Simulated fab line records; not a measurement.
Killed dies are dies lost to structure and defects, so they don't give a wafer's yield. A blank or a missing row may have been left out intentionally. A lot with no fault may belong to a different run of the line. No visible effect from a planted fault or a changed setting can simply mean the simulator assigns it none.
What tool caused it? || flow gf180mcu || 18 wafers from 6 lots sampled at 2 of the route's 602 steps

== WHAT THE GAUGES SHOWED, per wafer ==
GF_VT_IMPLANT_OVL_MEAS_18.
{"lot": "L202", "measured": "day 7 01:09", "on": "overlay-01", "VT_IMPLANT_01_OVL (nm)": "0.0 -0.1 -0.2"}
{"lot": "L207", "measured": "day 8 07:23", "on": "overlay-01", "VT_IMPLANT_01_OVL (nm)": "-1.2 -0.8 -1.4"}
{"lot": "L209", "measured": "day 8 22:57", "on": "overlay-02", "VT_IMPLANT_01_OVL (nm)": "0.7 0.8 1.9"}
{"lot": "L211", "measured": "day 9 11:28", "on": "overlay-01", "VT_IMPLANT_01_OVL (nm)": "-3.3 -1.5 -2.5"}
{"lot": "L217", "measured": "day 10 23:00", "on": "overlay-01", "VT_IMPLANT_01_OVL (nm)": "-1.7 0.6 0.2"}
{"lot": "L220", "measured": "day 11 21:39", "on": "overlay-02", "VT_IMPLANT_01_OVL (nm)": "-1.4 -1.9 -1.6"}

== EACH LOT AND THE TOOL THAT RAN IT (in order: tool; ch and the chambers of the sampled wafers; start) ==
{"lot": "L202", "GF_VT_IMPLANT_STRIP_09": "plasma-asher-01 ch 0,1, day 6 10:25"}
{"lot": "L207", "GF_VT_IMPLANT_STRIP_09": "plasma-asher-02 ch 0,1, day 7 15:16"}
{"lot": "L209", "GF_VT_IMPLANT_STRIP_09": "plasma-asher-02 ch 0,1, day 8 06:46"}
{"lot": "L211", "GF_VT_IMPLANT_STRIP_09": "plasma-asher-04 ch 0,1, day 8 18:40"}
{"lot": "L217", "GF_VT_IMPLANT_STRIP_09": "plasma-asher-02 ch 0,1, day 10 05:14"}
{"lot": "L220", "GF_VT_IMPLANT_STRIP_09": "plasma-asher-04 ch 1, day 11 02:28"}
- GF_VT_IMPLANT_STRIP_09: strips in O2/N2.

== THE ANSWER, worked out from the rows above alone ==
Rule: the usual values come from the lots themselves. Put in order of their means at a reading, lots are off if they are a third of the lots or fewer, leave a main group of 4 or more, and stand apart from it by a gap of 3 or more times the standard deviation of the main group's means; of several such gaps the widest counts. A main group whose means are all the same, to the digits that the tables above print for the reading, isn't used. A lot without any number at a reading at which 4 lots or more have one is off too. Where the step has rows for the other lots, those lots are counted as sound.
No lot is off on any of the readings shown, so nothing can be concluded from this.

== WHAT THE SIMULATOR HAD INSERTED ==
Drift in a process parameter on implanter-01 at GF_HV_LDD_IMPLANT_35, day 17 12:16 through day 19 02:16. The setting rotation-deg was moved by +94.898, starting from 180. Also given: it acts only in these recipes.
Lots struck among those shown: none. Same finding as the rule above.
